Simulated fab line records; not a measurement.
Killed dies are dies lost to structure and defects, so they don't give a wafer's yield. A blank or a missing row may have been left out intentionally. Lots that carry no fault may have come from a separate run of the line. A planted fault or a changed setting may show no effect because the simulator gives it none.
Check for tools in common ; flow sky130 ; Sampled: 11 lots, 33 wafers

## WHY IT WAS OPENED
At SKY_GATE_OXIDE_OVL_MEAS_10 the reading GATE_OXIDE_OVL is flagged on 3 of 11 lots. Wafers without a fault read -1.3 nm, standard deviation 1.4.
Rule: a lot is flagged in two cases, either no wafer of it has a number, or all its wafers with numbers fall more than 4 standard deviations from that mean. All remaining lots are regarded as sound.

lot;measured;on;GATE_OXIDE_OVL (nm), wafer by wafer;flag
L338;day 13 12:16;overlay-01;0.4 -0.5 -1.2;
L341;day 14 13:37;overlay-02;-3.2 -0.9 -2.5;
L344;day 15 20:06;overlay-01;-1.3 -1.3 -2.3;
L348;day 17 01:36;overlay-01;0.9 0.0 -2.2;
L350;day 17 23:54;overlay-02;-1.2 0.2 -0.5;
L351;day 18 12:12;overlay-02;-3.1 -1.5 -1.1;
L353;day 19 00:47;overlay-02;124.4 121.9 121.1;FLAGGED
L355;day 19 17:52;overlay-01;-1.2 -2.6 -1.5;
L356;day 20 00:15;overlay-01;-3.0 -2.6 -1.0;
L358;day 20 14:12;overlay-01;125.7 123.9 125.7;FLAGGED
L359;day 21 02:21;overlay-01;124.0 125.6 126.7;FLAGGED
The numbers of the flagged lots are 124.3 nm on average: +125.6 nm against the usual, or +90 standard deviations.

## EACH LOT AND THE TOOL IT RAN ON
4 process steps preceding the reading are held in the record, out of 708 steps in the route. Each cell gives the tool, then ch followed by the chambers the sampled wafers passed through, then the start.
lot;flag;SKY_DNWELL_STRIP_08;SKY_NWELL_RTA_28;SKY_VT_ADJUST_PCH_STRIP_09;SKY_GATE_OXIDE_EXPOSE_07
L338;;plasma-asher-04 ch 0,1, day 3 00:07;rtp-anneal-01 ch 0, day 5 02:31;plasma-asher-01 ch 0,1, day 10 03:22;iline-stepper-01 ch 0, day 13 00:27
L341;;plasma-asher-04 ch 0,1, day 3 19:25;rtp-anneal-01 ch 0, day 5 23:20;plasma-asher-04 ch 0,1, day 11 04:29;iline-stepper-02 ch 0, day 14 00:56
L344;;plasma-asher-01 ch 0,1, day 4 10:02;rtp-anneal-01 ch 0, day 6 17:49;plasma-asher-02 ch 0,1, day 12 07:29;iline-stepper-02 ch 0, day 15 06:46
L348;;plasma-asher-04 ch 0,1, day 5 09:10;rtp-anneal-02 ch 0, day 7 18:42;plasma-asher-04 ch 0,1, day 13 10:22;iline-stepper-01 ch 0, day 16 11:41
L350;;plasma-asher-01 ch 0,1, day 5 23:16;rtp-anneal-02 ch 0, day 8 09:13;plasma-asher-02 ch 0,1, day 14 04:50;iline-stepper-01 ch 0, day 17 08:43
L351;;plasma-asher-03 ch 0,1, day 6 01:45;rtp-anneal-01 ch 0, day 8 14:30;plasma-asher-02 ch 0, day 14 11:34;iline-stepper-02 ch 0, day 17 21:56
L353;FLAGGED;plasma-asher-03 ch 0,1, day 6 11:31;rtp-anneal-01 ch 0, day 9 00:51;plasma-asher-04 ch 0,1, day 14 23:05;iline-stepper-01 ch 0, day 18 09:37
L355;;plasma-asher-04 ch 0, day 6 23:25;rtp-anneal-01 ch 0, day 9 13:58;plasma-asher-02 ch 0,1, day 15 15:32;iline-stepper-02 ch 0, day 19 02:16
L356;;plasma-asher-03 ch 0,1, day 7 04:33;rtp-anneal-02 ch 0, day 9 18:27;plasma-asher-04 ch 0,1, day 15 22:53;iline-stepper-02 ch 0, day 19 09:26
L358;FLAGGED;plasma-asher-03 ch 0,1, day 7 14:42;rtp-anneal-01 ch 0, day 10 07:02;plasma-asher-02 ch 0,1, day 16 14:14;iline-stepper-01 ch 0, day 19 22:53
L359;FLAGGED;plasma-asher-03 ch 0,1, day 7 21:19;rtp-anneal-02 ch 0, day 10 13:41;plasma-asher-04 ch 0,1, day 17 00:05;iline-stepper-01 ch 0, day 20 10:30
What is done by these steps:
- SKY_DNWELL_STRIP_08: strips in O2/N2.
- SKY_NWELL_RTA_28: time 30 s.
- SKY_VT_ADJUST_PCH_STRIP_09: strips in O2/N2.
- SKY_GATE_OXIDE_EXPOSE_07: exposes mask LVOM, target cd 600 nm.
- SKY_GATE_OXIDE_OVL_MEAS_10

## FLAGGED AGAINST TOTAL, ONE TOOL AT A TIME (gauges that did the reading follow at the end)
step;tool;lots run;flagged;share of the flagged lots;sound lots run after its first flagged lot
SKY_DNWELL_STRIP_08;plasma-asher-01;2;0;none;-
SKY_DNWELL_STRIP_08;plasma-asher-03;5;3;all;1 (L356)
SKY_DNWELL_STRIP_08;plasma-asher-04;4;0;none;-
SKY_NWELL_RTA_28;rtp-anneal-01;7;2;some;1 (L355)
SKY_NWELL_RTA_28;rtp-anneal-02;4;1;some;0
SKY_VT_ADJUST_PCH_STRIP_09;plasma-asher-01;1;0;none;-
SKY_VT_ADJUST_PCH_STRIP_09;plasma-asher-02;5;1;some;0
SKY_VT_ADJUST_PCH_STRIP_09;plasma-asher-04;5;2;some;1 (L356)
SKY_GATE_OXIDE_EXPOSE_07;iline-stepper-01;6;3;all;0
SKY_GATE_OXIDE_EXPOSE_07;iline-stepper-02;5;0;none;-
SKY_GATE_OXIDE_OVL_MEAS_10;overlay-01;7;2;some;0
SKY_GATE_OXIDE_OVL_MEAS_10;overlay-02;4;1;some;0

## WHAT IS ALLOWED BY THE TABLE
Rows of the table that ran all the flagged lots, 2 in number: plasma-asher-03 at SKY_DNWELL_STRIP_08; iline-stepper-01 at SKY_GATE_OXIDE_EXPOSE_07.
- plasma-asher-03 at SKY_DNWELL_STRIP_08 ran 5 lots, 3 of them flagged. Lots that were sound ran on it after the first flagged one (L356); a persistent fault on the entire tool would not allow that.
- iline-stepper-01 at SKY_GATE_OXIDE_EXPOSE_07 ran 6 lots, 3 of them flagged. It ran its last sound lot, L350, at day 17 08:43 and its first flagged lot, L353, at day 18 09:37: a fault with its onset between the two fits.
Left over: one tool, iline-stepper-01 at SKY_GATE_OXIDE_EXPOSE_07.

## WHAT HAD BEEN PUT IN BY THE SIMULATOR
Scanner matching overlay: iline-stepper-01, from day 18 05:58 on, at SKY_GATE_OXIDE_EXPOSE_07. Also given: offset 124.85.
Struck lots among those shown: L353, L358, L359. The same result came from the rule above.
